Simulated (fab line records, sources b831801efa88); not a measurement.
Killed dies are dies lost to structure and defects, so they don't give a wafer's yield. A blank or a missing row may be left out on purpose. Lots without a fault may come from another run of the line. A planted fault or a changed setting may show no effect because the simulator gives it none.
Which tool did it? | flow gf180mcu | 14 lots, 42 wafers sampled, at 5 steps of a route of 602

WHAT THE GAUGES READ, wafer by wafer
GF_HV_LDD_OVL_MEAS_20.
lot  | measured     | on         | HV_LDD_01_OVL (nm)
L376 | day 11 08:47 | overlay-02 | 0.9 1.5 0.7
L378 | day 11 22:38 | overlay-01 | 2.4 -1.7 -1.2
L379 | day 12 05:47 | overlay-01 | -2.9 -0.7 -1.2
L381 | day 12 22:56 | overlay-01 | -0.3 -0.5 -2.2
L382 | day 13 07:11 | overlay-01 | 1.9 2.4 1.9
L383 | day 13 21:00 | overlay-01 | 1.6 -0.1 1.6
L384 | day 14 09:52 | overlay-02 | 0.4 0.3 1.5
L386 | day 14 15:41 | overlay-02 | 0.2 -1.1 0.2
L388 | day 15 08:38 | overlay-01 | 2.9 2.8 2.8
L390 | day 16 02:20 | overlay-01 | 1.7 1.5 0.8
L391 | day 16 08:22 | overlay-01 | -1.8 -1.1 1.9
L393 | day 17 00:14 | overlay-02 | 2.4 0.5 2.5
L395 | day 17 19:08 | overlay-01 | 0.7 0.9 1.6
L397 | day 18 00:37 | overlay-01 | -0.2 0.5 -0.6

GF_SAB_THK_MEAS_01.
lot  | measured     | on            | SAB_CVD_00_THK (nm)
L376 | day 14 21:44 | film_metro-01 | 49.9 50.1 49.9
L378 | day 15 13:00 | film_metro-01 | 50.4 51.4 50.6
L379 | day 15 22:10 | film_metro-02 | 49.4 49.4 50.4
L381 | day 16 16:53 | film_metro-04 | 49.2 50.2 50.1
L382 | day 17 03:23 | film_metro-01 | 49.8 50.1 50.2
L383 | day 17 17:35 | film_metro-02 | 50.1 51.3 51.3
L384 | day 18 06:28 | film_metro-01 | 49.9 50.8 50.1
L386 | day 18 13:17 | film_metro-02 | 50.8 49.8 51.6
L388 | day 19 09:20 | film_metro-01 | 50.3 49.4 50.4
L390 | day 20 05:55 | film_metro-01 | 49.1 50.0 51.0
L391 | day 20 11:16 | film_metro-02 | 49.8 50.4 51.0
L393 | day 21 03:43 | film_metro-04 | 49.1 49.4 51.2
L395 | day 21 23:07 | film_metro-02 | 49.9 50.5 50.6
L397 | day 22 05:37 | film_metro-01 | 49.5 50.9 49.8

GF_SAB_CD_MEAS_09: target cd 420 nm.
lot  | measured     | on        | cd_nm (nm)
L376 | day 15 19:44 | cd_sem-01 | 421.3 423.1 423.1
L378 | day 16 11:04 | cd_sem-01 | 423.0 420.2 422.2
L379 | day 16 20:01 | cd_sem-02 | 418.8 417.4 418.3
L381 | day 17 15:53 | cd_sem-01 | 419.2 421.3 417.6
L382 | day 18 02:55 | cd_sem-01 | 418.6 420.7 418.6
L383 | day 18 16:07 | cd_sem-01 | 423.7 421.6 423.2
L384 | day 19 06:31 | cd_sem-02 | 418.5 418.2 418.0
L386 | day 19 13:29 | cd_sem-02 | 418.3 418.5 418.6
L388 | day 20 09:19 | cd_sem-01 | 417.2 415.5 416.4
L390 | day 21 06:17 | cd_sem-01 | 413.1 411.7 415.0
L391 | day 21 10:55 | cd_sem-02 | 410.9 409.6 411.6
L393 | day 22 03:08 | cd_sem-02 | 415.0 414.8 414.1
L395 | day 22 22:15 | cd_sem-02 | 425.9 425.4 424.4
L397 | day 23 04:49 | cd_sem-02 | 419.9 421.7 418.7

GF_CONTACT_THK_MEAS_01.
lot  | measured     | on            | CONTACT_CVD_00_THK (nm)
L376 | day 15 20:49 | film_metro-03 | 303 295 302
L378 | day 16 12:08 | film_metro-04 | 302 302 299
L379 | day 16 21:05 | film_metro-03 | 304 298 303
L381 | day 17 16:56 | film_metro-04 | 308 298 302
L382 | day 18 03:59 | film_metro-04 | 298 313 310
L383 | day 18 17:09 | film_metro-02 | 302 300 304
L384 | day 19 07:35 | film_metro-02 | 308 298 300
L386 | day 19 14:32 | film_metro-03 | 299 302 307
L388 | day 20 10:22 | film_metro-03 | 302 300 302
L390 | day 21 07:22 | film_metro-02 | 301 309 299
L391 | day 21 11:58 | film_metro-04 | 307 311 310
L393 | day 22 04:13 | film_metro-03 | 307 301 305
L395 | day 22 23:23 | film_metro-02 | 304 303 303
L397 | day 23 05:55 | film_metro-04 | 308 304 303

WHICH TOOL RAN EACH LOT (tool, then ch and the chambers of the sampled wafers, then the start)
lot  | GF_SAB_DEVELOP_08
L376 | litho_track-04 ch 0, day 15 19:35
L378 | litho_track-04 ch 0, day 16 10:55
L379 | litho_track-02 ch 0, day 16 19:53
L381 | litho_track-02 ch 0, day 17 15:45
L382 | litho_track-03 ch 0, day 18 02:46
L383 | litho_track-03 ch 0, day 18 15:58
L384 | litho_track-04 ch 0, day 19 06:22
L386 | litho_track-03 ch 0, day 19 13:21
L388 | litho_track-04 ch 0, day 20 09:10
L390 | litho_track-04 ch 0, day 21 06:08
L391 | litho_track-04 ch 0, day 21 10:46
L393 | litho_track-04 ch 0, day 22 02:59
L395 | litho_track-02 ch 0, day 22 22:06
L397 | litho_track-03 ch 0, day 23 04:40
- GF_SAB_DEVELOP_08: develop time 60 s.

WHAT THE TOOLS THEMSELVES READ (means of the sampled wafers that have a number; where no wafer has one, the mark that the record gives instead)
GF_SAB_DEVELOP_08.
lot  | tool           | developer_temp_C (C)
L376 | litho_track-04 | 22.96
L378 | litho_track-04 | 23.13
L379 | litho_track-02 | 23.12
L381 | litho_track-02 | 22.89
L382 | litho_track-03 | 22.97
L383 | litho_track-03 | 22.99
L384 | litho_track-04 | 23.11
L386 | litho_track-03 | 22.88
L388 | litho_track-04 | 22.79
L390 | litho_track-04 | 20.80
L391 | litho_track-04 | 20.72
L393 | litho_track-04 | 20.65
L395 | litho_track-02 | 23.09
L397 | litho_track-03 | 22.93

THE ANSWER, worked out from the rows above alone
Rule: what is usual is taken from the lots themselves. Put in order of their means at a reading, lots are off if they are a third of the lots or fewer, leave a main group of 4 or more, and stand apart from it by a gap of 3 or more times the standard deviation of the main group's means; of several such gaps the widest counts. A main group whose means are all the same, to the digits that the tables above print for the reading, isn't used. A lot without any number at a reading at which 4 lots or more have one is off too. The other lots that the step has rows for count as sound. The gauges are gone through in route order, then the tools' own readings, and for those a lot's mean is taken as printed above. The first step at which some lot is off is used, and at that step the reading that is off furthest; a lot without a number counts as furthest.
Off: L390, L391, L393, at GF_SAB_DEVELOP_08 (developer_temp_C). The main group: mean 22.99 C, standard deviation 0.11.
A tool fits if, at that step or a process step before it, it ran every lot that is off, and no sound lot after the first of them. One fits: litho_track-04 at GF_SAB_DEVELOP_08. Its last sound lot is L388 (day 20 09:10), its first lot that is off L390 (day 21 06:08): a fault that began between those two fits.
The tool's own readings at GF_SAB_DEVELOP_08 bear it out: on the lots that are off they differ by more than 5 times the standard deviation of the sound lots' means. developer_temp_C reads 20.72 C there against 22.99 C on the sound lots.

WHAT THE SIMULATOR HAD PUT IN
Process parameter drift: litho_track-04, from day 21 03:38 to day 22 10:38, at GF_SAB_DEVELOP_08. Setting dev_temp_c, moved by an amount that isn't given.
Lots struck among those shown: L390, L391, L393. The rule above found the same.
